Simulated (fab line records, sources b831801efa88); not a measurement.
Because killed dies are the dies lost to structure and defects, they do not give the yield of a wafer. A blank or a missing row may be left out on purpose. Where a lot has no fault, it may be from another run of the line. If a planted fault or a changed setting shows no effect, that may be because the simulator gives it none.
Code-filled problem report in 8D (eight disciplines) form || flow sky130 || the parts of the form that need people (team, actions taken, sign-off) are left out

## 1. WHAT IS WRONG
runLengthS at SKY_METAL3_ETCH_16 reads a mean of 124.3 s on 1 wafer of 1 lot; wafers without a fault read 116.3 s with a standard deviation of 0.4. Measured from the usual mean, that is +20 standard deviations.
The step: etches BARC in N2/H2, stops on SiO2, time 88.2 s, target depth 60 nm.
First seen on wafer L617.1, day 41 10:53, on rieMetal-04. The record has a number at this step for 29 wafers belonging to 10 lots. Rule for "out" (also "out of limits"): further than 4 standard deviations from the usual mean. Any other wafer with a number is counted as sound.

## 2. WHAT IT IS, WHAT IT ISN'T
{"question": "which readings at this step", "is": "runLengthS, oesProductAu", "is not": "drypumpMotorCurrentA, n2FlowSccm, throttleValvePct"}
{"question": "which lots", "is": "L617", "is not": "L607, L608, L609, L611, L623, L626, L628, L629, L630"}
{"question": "which wafers of those lots", "is": "L617.1", "is not": "L617.5"}
{"question": "read on which tools", "is": "rieMetal-04", "is not": "rieMetal-01, rieMetal-03"}
{"question": "when", "is": "from day 41 10:53", "is not": "up to then (13 sound wafers); but 15 sound wafers of L623, L626, L628, L629, L630 came after"}

## 3. SUSPECTS, AND WHAT RULES EACH OUT
Counting: any tool at a process step up to the reading remains a suspect provided it ran every lot that is out. Sound lots after the first of them don't rule it out here, since some wafers of a struck lot are sound.
- rieMetal-04 at SKY_METAL3_ETCH_16 (etches BARC in N2/H2, stops on SiO2, time 88.2 s, target depth 60 nm): kept. L617, the lot that is out, went through it at day 41 10:53; up to then, the latest sound lot through it was L611 at day 39 22:44. Out on those wafers are its own readings of oesProductAu, runLengthS.
After counting, what remains is rieMetal-04 at SKY_METAL3_ETCH_16.

## 4. THE CAUSE (what the simulator had put in)
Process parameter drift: rieMetal-04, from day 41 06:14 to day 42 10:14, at SKY_METAL3_ETCH_16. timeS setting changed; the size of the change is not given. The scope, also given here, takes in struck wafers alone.
This tool alone remained once counting was done.

## 5. SEQUENCE OF EFFECTS, ordered by route
Rows list readings where the struck wafers' mean (over those with a number) sits beyond 3 standard deviations from the usual. Scope: only readings with a usual standard deviation given in the record; hours: median across lots of the time from each lot's start at the first step in this table that gives one to its start at this step; sigmas: change in usual standard deviations.
{"hours": 0, "step": "SKY_METAL3_ETCH_16", "reading": "oesProductAu", "usual": "0.625 a.u.", "on struck wafers": 0.604, "change": -0.021, "sigmas": -5.0}
{"hours": 0, "step": "SKY_METAL3_ETCH_16", "reading": "runLengthS", "usual": "116.3 s", "on struck wafers": 124.3, "change": "+8.0", "sigmas": "+20"}
The process steps in it:
- SKY_METAL3_ETCH_16: etches BARC in N2/H2, stops on SiO2, time 88.2 s, target depth 60 nm.
At these later measuring or inspecting steps, every struck wafer for which the step has a row has a number for every such reading, and none has moved that far: SKY_VIA3_THK_MEAS_23.

## 6. WHAT WOULD HAVE CAUGHT IT SOONER
In this record the first reading out of limits was taken at day 41 10:53, 5 hours after the fault began at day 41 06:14.
